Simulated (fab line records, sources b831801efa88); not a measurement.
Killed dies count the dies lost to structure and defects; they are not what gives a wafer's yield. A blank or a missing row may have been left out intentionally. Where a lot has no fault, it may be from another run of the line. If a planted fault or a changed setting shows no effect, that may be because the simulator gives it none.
The tool behind it: which one? / flow gf180mcu / Sampling: 10 lots, 30 wafers, 6 of 602 route steps

== WHAT THE GAUGES READ, wafer by wafer ==
GF_LVPWELL_OVL_MEAS_07. Usual: LVPWELL_OVL typically reads -0.1 nm, with standard deviation 1.2.
lot=L255; measured=day 4 00:44; on=overlay-02; LVPWELL_OVL (nm)=-0.3 -0.2 -2.6; flag=
lot=L256; measured=day 4 06:42; on=overlay-01; LVPWELL_OVL (nm)=-0.2 0.2 -0.2; flag=
lot=L258; measured=day 4 17:05; on=overlay-01; LVPWELL_OVL (nm)=-0.5 -0.7 0.1; flag=
lot=L263; measured=day 6 09:35; on=overlay-01; LVPWELL_OVL (nm)=-1.8 -0.3 0.1; flag=
lot=L266; measured=day 7 00:20; on=overlay-02; LVPWELL_OVL (nm)=0.8 0.8 0.3; flag=
lot=L271; measured=day 7 23:59; on=overlay-01; LVPWELL_OVL (nm)=0.9 2.5 0.9; flag=
lot=L273; measured=day 8 07:02; on=overlay-02; LVPWELL_OVL (nm)=0.8 0.3 -0.3; flag=
lot=L274; measured=day 8 12:02; on=overlay-02; LVPWELL_OVL (nm)=2.5 0.7 1.4; flag=
lot=L276; measured=day 9 01:51; on=overlay-02; LVPWELL_OVL (nm)=-0.5 -1.3 -0.7; flag=
lot=L277; measured=day 9 05:03; on=overlay-02; LVPWELL_OVL (nm)=-0.7 1.3 -1.1; flag=

GF_HV_LDD_TW_MEAS_38. Usual: HV_LDD_3_TW typically reads 1427, with standard deviation 10.
lot=L255; measured=day 11 17:41; on=film-metro-04; HV_LDD_3_TW=1430 1428 1423; flag=
lot=L256; measured=day 12 01:55; on=film-metro-04; HV_LDD_3_TW=1432 1435 1428; flag=
lot=L258; measured=day 12 17:04; on=film-metro-04; HV_LDD_3_TW=1430 1432 1434; flag=
lot=L263; measured=day 15 02:06; on=film-metro-01; HV_LDD_3_TW=1435 1427 1437; flag=
lot=L266; measured=day 15 22:06; on=film-metro-04; HV_LDD_3_TW=1426 1429 1430; flag=
lot=L271; measured=day 17 11:59; on=film-metro-03; HV_LDD_3_TW=30 29 30; flag=OFF
lot=L273; measured=day 17 18:00; on=film-metro-04; HV_LDD_3_TW=30 30 30; flag=OFF
lot=L274; measured=day 17 23:53; on=film-metro-03; HV_LDD_3_TW=30 29 29; flag=OFF
lot=L276; measured=day 18 16:35; on=film-metro-01; HV_LDD_3_TW=1440 1443 1441; flag=
lot=L277; measured=day 19 02:07; on=film-metro-03; HV_LDD_3_TW=1412 1405 1408; flag=

== EACH LOT AND THE TOOL THAT RAN IT (in order: tool; ch and the chambers of the sampled wafers; start) ==
lot=L255; GF_NWELL_STRIP_10=plasma-asher-02 ch 0,1, day 3 12:22; GF_MVSD_STRIP_10=plasma-asher-04 ch 0,1, day 4 13:49; GF_HV_LDD_STRIP_22=plasma-asher-01 ch 0,1, day 10 22:14; GF_HV_LDD_STRIP_37=plasma-asher-01 ch 0,1, day 11 17:35
lot=L256; GF_NWELL_STRIP_10=plasma-asher-03 ch 0,1, day 3 18:17; GF_MVSD_STRIP_10=plasma-asher-01 ch 0,1, day 4 19:37; GF_HV_LDD_STRIP_22=plasma-asher-02 ch 0,1, day 11 06:15; GF_HV_LDD_STRIP_37=plasma-asher-03 ch 0,1, day 12 01:48
lot=L258; GF_NWELL_STRIP_10=plasma-asher-04 ch 0,1, day 4 04:22; GF_MVSD_STRIP_10=plasma-asher-03 ch 0,1, day 5 06:41; GF_HV_LDD_STRIP_22=plasma-asher-01 ch 0,1, day 11 21:18; GF_HV_LDD_STRIP_37=plasma-asher-01 ch 0,1, day 12 16:57
lot=L263; GF_NWELL_STRIP_10=plasma-asher-02 ch 0,1, day 5 19:07; GF_MVSD_STRIP_10=plasma-asher-04 ch 0,1, day 7 01:26; GF_HV_LDD_STRIP_22=plasma-asher-03 ch 0,1, day 14 04:00; GF_HV_LDD_STRIP_37=plasma-asher-03 ch 0,1, day 15 02:00
lot=L266; GF_NWELL_STRIP_10=plasma-asher-03 ch 0,1, day 6 08:47; GF_MVSD_STRIP_10=plasma-asher-01 ch 0,1, day 7 16:35; GF_HV_LDD_STRIP_22=plasma-asher-02 ch 0,1, day 14 23:44; GF_HV_LDD_STRIP_37=plasma-asher-02 ch 0,1, day 15 22:00
lot=L271; GF_NWELL_STRIP_10=plasma-asher-04 ch 0,1, day 7 08:23; GF_MVSD_STRIP_10=plasma-asher-04 ch 0,1, day 8 17:10; GF_HV_LDD_STRIP_22=plasma-asher-03 ch 0,1, day 16 13:11; GF_HV_LDD_STRIP_37=plasma-asher-02 ch 0,1, day 17 11:53
lot=L273; GF_NWELL_STRIP_10=plasma-asher-04 ch 0,1, day 7 15:01; GF_MVSD_STRIP_10=plasma-asher-04 ch 0,1, day 8 23:37; GF_HV_LDD_STRIP_22=plasma-asher-03 ch 0,1, day 16 18:41; GF_HV_LDD_STRIP_37=plasma-asher-02 ch 0,1, day 17 17:54
lot=L274; GF_NWELL_STRIP_10=plasma-asher-04 ch 0,1, day 7 20:22; GF_MVSD_STRIP_10=plasma-asher-03 ch 0, day 9 05:04; GF_HV_LDD_STRIP_22=plasma-asher-02 ch 0, day 17 00:18; GF_HV_LDD_STRIP_37=plasma-asher-02 ch 0,1, day 17 23:47
lot=L276; GF_NWELL_STRIP_10=plasma-asher-03 ch 0,1, day 8 09:02; GF_MVSD_STRIP_10=plasma-asher-03 ch 0,1, day 9 19:44; GF_HV_LDD_STRIP_22=plasma-asher-02 ch 0,1, day 17 16:20; GF_HV_LDD_STRIP_37=plasma-asher-03 ch 0,1, day 18 16:29
lot=L277; GF_NWELL_STRIP_10=plasma-asher-03 ch 0,1, day 8 12:43; GF_MVSD_STRIP_10=plasma-asher-01 ch 0,1, day 9 23:01; GF_HV_LDD_STRIP_22=plasma-asher-02 ch 0,1, day 18 01:27; GF_HV_LDD_STRIP_37=plasma-asher-03 ch 1, day 19 02:00
- GF_NWELL_STRIP_10: strips in O2/N2.
- GF_MVSD_STRIP_10: strips in O2/N2.
- GF_HV_LDD_STRIP_22: strips in O2/N2.
- GF_HV_LDD_STRIP_37: strips in O2/N2.

== AS READ BY THE TOOLS THEMSELVES (means over the sampled wafers that have a number; for cases with no such wafer, the mark the record gives instead) ==
GF_NWELL_STRIP_10. Usual: chamber-pressure-mTorr 1500 mTorr, standard deviation 3.3; drypump-motor-current-A 6.0 A, standard deviation 0.4; heater-power-w 325 W, standard deviation 34; oes-product-au 0.723 a.u., standard deviation 0.0045; strip-time-to-endpoint-s 36.95 s, standard deviation 0.12.
lot=L255; tool=plasma-asher-02; chamber-pressure-mTorr (mTorr)=1500; drypump-motor-current-A (A)=6.0; heater-power-w (W)=339; oes-product-au (a.u.)=0.725; strip-time-to-endpoint-s (s)=36.91; flag=
lot=L256; tool=plasma-asher-03; chamber-pressure-mTorr (mTorr)=1500; drypump-motor-current-A (A)=5.9; heater-power-w (W)=337; oes-product-au (a.u.)=0.721; strip-time-to-endpoint-s (s)=36.93; flag=
lot=L258; tool=plasma-asher-04; chamber-pressure-mTorr (mTorr)=1500; drypump-motor-current-A (A)=6.0; heater-power-w (W)=294; oes-product-au (a.u.)=0.721; strip-time-to-endpoint-s (s)=36.95; flag=
lot=L263; tool=plasma-asher-02; chamber-pressure-mTorr (mTorr)=1501; drypump-motor-current-A (A)=5.7; heater-power-w (W)=340; oes-product-au (a.u.)=0.716; strip-time-to-endpoint-s (s)=36.69; flag=
lot=L266; tool=plasma-asher-03; chamber-pressure-mTorr (mTorr)=1499; drypump-motor-current-A (A)=5.9; heater-power-w (W)=330; oes-product-au (a.u.)=0.720; strip-time-to-endpoint-s (s)=37.07; flag=
lot=L271; tool=plasma-asher-04; chamber-pressure-mTorr (mTorr)=1501; drypump-motor-current-A (A)=6.0; heater-power-w (W)=291; oes-product-au (a.u.)=0.725; strip-time-to-endpoint-s (s)=37.04; flag=
lot=L273; tool=plasma-asher-04; chamber-pressure-mTorr (mTorr)=1499; drypump-motor-current-A (A)=6.0; heater-power-w (W)=294; oes-product-au (a.u.)=0.719; strip-time-to-endpoint-s (s)=37.13; flag=
lot=L274; tool=plasma-asher-04; chamber-pressure-mTorr (mTorr)=1499; drypump-motor-current-A (A)=6.0; heater-power-w (W)=292; oes-product-au (a.u.)=0.725; strip-time-to-endpoint-s (s)=36.96; flag=
lot=L276; tool=plasma-asher-03; chamber-pressure-mTorr (mTorr)=1499; drypump-motor-current-A (A)=6.3; heater-power-w (W)=363; oes-product-au (a.u.)=0.726; strip-time-to-endpoint-s (s)=37.05; flag=
lot=L277; tool=plasma-asher-03; chamber-pressure-mTorr (mTorr)=1500; drypump-motor-current-A (A)=6.3; heater-power-w (W)=357; oes-product-au (a.u.)=0.724; strip-time-to-endpoint-s (s)=37.03; flag=

GF_MVSD_STRIP_10. Usual: chamber-pressure-mTorr 1500.3 mTorr, standard deviation 1.3; drypump-motor-current-A 6.1 A, standard deviation 0.38; heater-power-w 322 W, standard deviation 38; oes-product-au 0.722 a.u., standard deviation 0.0049; strip-time-to-endpoint-s 36.91 s, standard deviation 0.1.
lot=L255; tool=plasma-asher-04; chamber-pressure-mTorr (mTorr)=1500.7; drypump-motor-current-A (A)=6.0; heater-power-w (W)=293; oes-product-au (a.u.)=0.724; strip-time-to-endpoint-s (s)=36.88; flag=
lot=L256; tool=plasma-asher-01; chamber-pressure-mTorr (mTorr)=1500.6; drypump-motor-current-A (A)=6.4; heater-power-w (W)=344; oes-product-au (a.u.)=0.724; strip-time-to-endpoint-s (s)=36.87; flag=
lot=L258; tool=plasma-asher-03; chamber-pressure-mTorr (mTorr)=1499.7; drypump-motor-current-A (A)=5.9; heater-power-w (W)=335; oes-product-au (a.u.)=0.724; strip-time-to-endpoint-s (s)=36.84; flag=
lot=L263; tool=plasma-asher-04; chamber-pressure-mTorr (mTorr)=1501.2; drypump-motor-current-A (A)=6.0; heater-power-w (W)=288; oes-product-au (a.u.)=0.728; strip-time-to-endpoint-s (s)=37.04; flag=
lot=L266; tool=plasma-asher-01; chamber-pressure-mTorr (mTorr)=1500.9; drypump-motor-current-A (A)=6.5; heater-power-w (W)=336; oes-product-au (a.u.)=0.717; strip-time-to-endpoint-s (s)=36.87; flag=
lot=L271; tool=plasma-asher-04; chamber-pressure-mTorr (mTorr)=1499.7; drypump-motor-current-A (A)=6.0; heater-power-w (W)=289; oes-product-au (a.u.)=0.719; strip-time-to-endpoint-s (s)=37.07; flag=
lot=L273; tool=plasma-asher-04; chamber-pressure-mTorr (mTorr)=1499.7; drypump-motor-current-A (A)=6.0; heater-power-w (W)=293; oes-product-au (a.u.)=0.722; strip-time-to-endpoint-s (s)=36.90; flag=
lot=L274; tool=plasma-asher-03; chamber-pressure-mTorr (mTorr)=1500.8; drypump-motor-current-A (A)=5.6; heater-power-w (W)=307; oes-product-au (a.u.)=0.724; strip-time-to-endpoint-s (s)=36.87; flag=
lot=L276; tool=plasma-asher-03; chamber-pressure-mTorr (mTorr)=1499.8; drypump-motor-current-A (A)=6.3; heater-power-w (W)=358; oes-product-au (a.u.)=0.727; strip-time-to-endpoint-s (s)=36.89; flag=
lot=L277; tool=plasma-asher-01; chamber-pressure-mTorr (mTorr)=1500.4; drypump-motor-current-A (A)=6.5; heater-power-w (W)=334; oes-product-au (a.u.)=0.724; strip-time-to-endpoint-s (s)=36.95; flag=

GF_HV_LDD_STRIP_22. Usual: chamber-pressure-mTorr 1500.1 mTorr, standard deviation 1.4; drypump-motor-current-A 6.1 A, standard deviation 0.5; heater-power-w 342 W, standard deviation 29; oes-product-au 0.715 a.u., standard deviation 0.0046; strip-time-to-endpoint-s 12.64 s, standard deviation 0.042.
lot=L255; tool=plasma-asher-01; chamber-pressure-mTorr (mTorr)=1499.4; drypump-motor-current-A (A)=6.4; heater-power-w (W)=345; oes-product-au (a.u.)=0.716; strip-time-to-endpoint-s (s)=12.59; flag=
lot=L256; tool=plasma-asher-02; chamber-pressure-mTorr (mTorr)=1499.9; drypump-motor-current-A (A)=6.0; heater-power-w (W)=338; oes-product-au (a.u.)=0.714; strip-time-to-endpoint-s (s)=12.67; flag=
lot=L258; tool=plasma-asher-01; chamber-pressure-mTorr (mTorr)=1499.5; drypump-motor-current-A (A)=6.4; heater-power-w (W)=350; oes-product-au (a.u.)=0.712; strip-time-to-endpoint-s (s)=12.64; flag=
lot=L263; tool=plasma-asher-03; chamber-pressure-mTorr (mTorr)=1500.8; drypump-motor-current-A (A)=6.3; heater-power-w (W)=357; oes-product-au (a.u.)=0.715; strip-time-to-endpoint-s (s)=12.67; flag=
lot=L266; tool=plasma-asher-02; chamber-pressure-mTorr (mTorr)=1498.9; drypump-motor-current-A (A)=5.7; heater-power-w (W)=340; oes-product-au (a.u.)=0.711; strip-time-to-endpoint-s (s)=12.66; flag=
lot=L271; tool=plasma-asher-03; chamber-pressure-mTorr (mTorr)=-; drypump-motor-current-A (A)=-; heater-power-w (W)=-; oes-product-au (a.u.)=-; strip-time-to-endpoint-s (s)=-; flag=OFF
lot=L273; tool=plasma-asher-03; chamber-pressure-mTorr (mTorr)=-; drypump-motor-current-A (A)=-; heater-power-w (W)=-; oes-product-au (a.u.)=-; strip-time-to-endpoint-s (s)=-; flag=OFF
lot=L274; tool=plasma-asher-02; chamber-pressure-mTorr (mTorr)=-; drypump-motor-current-A (A)=-; heater-power-w (W)=-; oes-product-au (a.u.)=-; strip-time-to-endpoint-s (s)=-; flag=OFF
lot=L276; tool=plasma-asher-02; chamber-pressure-mTorr (mTorr)=1499.5; drypump-motor-current-A (A)=6.0; heater-power-w (W)=341; oes-product-au (a.u.)=0.720; strip-time-to-endpoint-s (s)=12.60; flag=
lot=L277; tool=plasma-asher-02; chamber-pressure-mTorr (mTorr)=1501.4; drypump-motor-current-A (A)=6.0; heater-power-w (W)=341; oes-product-au (a.u.)=0.719; strip-time-to-endpoint-s (s)=12.61; flag=

GF_HV_LDD_STRIP_37. Usual: chamber-pressure-mTorr 1500.0 mTorr, standard deviation 1.3; drypump-motor-current-A 6.1 A, standard deviation 0.49; heater-power-w 343 W, standard deviation 30; oes-product-au 0.716 a.u., standard deviation 0.0044; strip-time-to-endpoint-s 12.63 s, standard deviation 0.042.
lot=L255; tool=plasma-asher-01; chamber-pressure-mTorr (mTorr)=1499.2; drypump-motor-current-A (A)=6.4; heater-power-w (W)=350; oes-product-au (a.u.)=0.718; strip-time-to-endpoint-s (s)=12.65; flag=
lot=L256; tool=plasma-asher-03; chamber-pressure-mTorr (mTorr)=1500.8; drypump-motor-current-A (A)=5.9; heater-power-w (W)=333; oes-product-au (a.u.)=0.715; strip-time-to-endpoint-s (s)=12.66; flag=
lot=L258; tool=plasma-asher-01; chamber-pressure-mTorr (mTorr)=1501.0; drypump-motor-current-A (A)=6.4; heater-power-w (W)=353; oes-product-au (a.u.)=0.714; strip-time-to-endpoint-s (s)=12.70; flag=
lot=L263; tool=plasma-asher-03; chamber-pressure-mTorr (mTorr)=1500.0; drypump-motor-current-A (A)=6.3; heater-power-w (W)=365; oes-product-au (a.u.)=0.712; strip-time-to-endpoint-s (s)=12.58; flag=
lot=L266; tool=plasma-asher-02; chamber-pressure-mTorr (mTorr)=1499.6; drypump-motor-current-A (A)=5.7; heater-power-w (W)=346; oes-product-au (a.u.)=0.718; strip-time-to-endpoint-s (s)=12.66; flag=
lot=L271; tool=plasma-asher-02; chamber-pressure-mTorr (mTorr)=1501.2; drypump-motor-current-A (A)=6.0; heater-power-w (W)=345; oes-product-au (a.u.)=0.720; strip-time-to-endpoint-s (s)=27.55; flag=OFF
lot=L273; tool=plasma-asher-02; chamber-pressure-mTorr (mTorr)=1499.4; drypump-motor-current-A (A)=5.6; heater-power-w (W)=341; oes-product-au (a.u.)=0.718; strip-time-to-endpoint-s (s)=27.64; flag=OFF
lot=L274; tool=plasma-asher-02; chamber-pressure-mTorr (mTorr)=1499.6; drypump-motor-current-A (A)=6.0; heater-power-w (W)=343; oes-product-au (a.u.)=0.723; strip-time-to-endpoint-s (s)=27.69; flag=OFF
lot=L276; tool=plasma-asher-03; chamber-pressure-mTorr (mTorr)=1500.0; drypump-motor-current-A (A)=5.9; heater-power-w (W)=330; oes-product-au (a.u.)=0.713; strip-time-to-endpoint-s (s)=12.63; flag=
lot=L277; tool=plasma-asher-03; chamber-pressure-mTorr (mTorr)=1499.1; drypump-motor-current-A (A)=6.6; heater-power-w (W)=390; oes-product-au (a.u.)=0.721; strip-time-to-endpoint-s (s)=12.68; flag=

== THE ANSWER, worked out from the rows above alone ==
Rule: a lot counts as off when the mean over its wafers that have a number is more than 3 standard deviations away from the usual mean. Also off: a lot with no number at a reading for which 4 or more lots have one. The other lots that the step has rows for count as sound. After the gauges, taken in route order, come the tools' own readings; for these a lot's mean is taken, as printed above. The first step at which some lot is off is used, and at that step the reading that is off furthest; a lot without a number counts as furthest.
Off: L271, L273, L274, at GF_HV_LDD_TW_MEAS_38 (HV_LDD_3_TW).
If a tool, at a process step before that reading, ran all the lots that are off and no sound lot after the first of them, it fits. The gauges at GF_HV_LDD_TW_MEAS_38 aren't tried: what is off there is off at GF_HV_LDD_STRIP_22 too, on other tools, and a gauge's error can't cause that. Undecided on this evidence; 2 tools fit (plasma-asher-04 at GF_NWELL_STRIP_10, plasma-asher-02 at GF_HV_LDD_STRIP_37).

== WHAT THE SIMULATOR HAD INSERTED ==
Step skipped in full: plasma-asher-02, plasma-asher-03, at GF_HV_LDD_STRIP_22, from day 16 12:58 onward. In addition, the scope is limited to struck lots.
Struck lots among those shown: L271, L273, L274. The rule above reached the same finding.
